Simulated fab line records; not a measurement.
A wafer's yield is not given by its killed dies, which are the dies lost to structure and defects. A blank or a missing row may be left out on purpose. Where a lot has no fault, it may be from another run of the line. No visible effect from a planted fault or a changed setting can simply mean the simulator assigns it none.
Which tool did it? || flow sky130 || route of 708 steps, sampled at 1 step: 6 lots, 18 wafers

## WHAT THE GAUGES SHOWED, per wafer
SKY_METAL1_OVL_MEAS_16.
{"lot": "L150", "measured": "day 34 14:29", "on": "overlay-02", "METAL1_OVL (nm)": "-4 0 3"}
{"lot": "L153", "measured": "day 35 01:34", "on": "overlay-01", "METAL1_OVL (nm)": "3 0 -2"}
{"lot": "L155", "measured": "day 35 12:15", "on": "overlay-01", "METAL1_OVL (nm)": "9 4 12"}
{"lot": "L165", "measured": "day 38 13:01", "on": "overlay-01", "METAL1_OVL (nm)": "3 -1 0"}
{"lot": "L167", "measured": "day 38 20:31", "on": "overlay-02", "METAL1_OVL (nm)": "3 -4 -3"}
{"lot": "L169", "measured": "day 39 13:23", "on": "overlay-01", "METAL1_OVL (nm)": "-3 -6 -4"}

## WHAT TOOL EACH LOT RAN ON (gives the tool, then ch and the chambers of the sampled wafers, and finally the start)
Record: no process step prior to these readings.

## THE ANSWER, worked out from the rows above alone
Rule: what is usual is taken from the lots themselves. The widest of any qualifying gaps counts: lots, ordered by their means at a reading, are off when they make up no more than a third of the lots, leave a main group of 4 or more, and stand apart from it by 3 or more times the standard deviation of that group's means. If all means in a main group match to the digits the tables above print for the reading, that group is not used. Also off: a lot with no number at a reading for which 4 or more lots have one. Where the step has rows for the other lots, those lots are counted as sound.
Off: L155, seen at SKY_METAL1_OVL_MEAS_16 (METAL1_OVL). Main group: mean -1 nm, sd 1.8.
If a tool, at a process step before that reading, ran all the lots that are off and no sound lot after the first of them, it fits. The gauges at SKY_METAL1_OVL_MEAS_16 are tried like those tools. No candidate that was tried fits.

## WHAT THE SIMULATOR HAD PUT IN
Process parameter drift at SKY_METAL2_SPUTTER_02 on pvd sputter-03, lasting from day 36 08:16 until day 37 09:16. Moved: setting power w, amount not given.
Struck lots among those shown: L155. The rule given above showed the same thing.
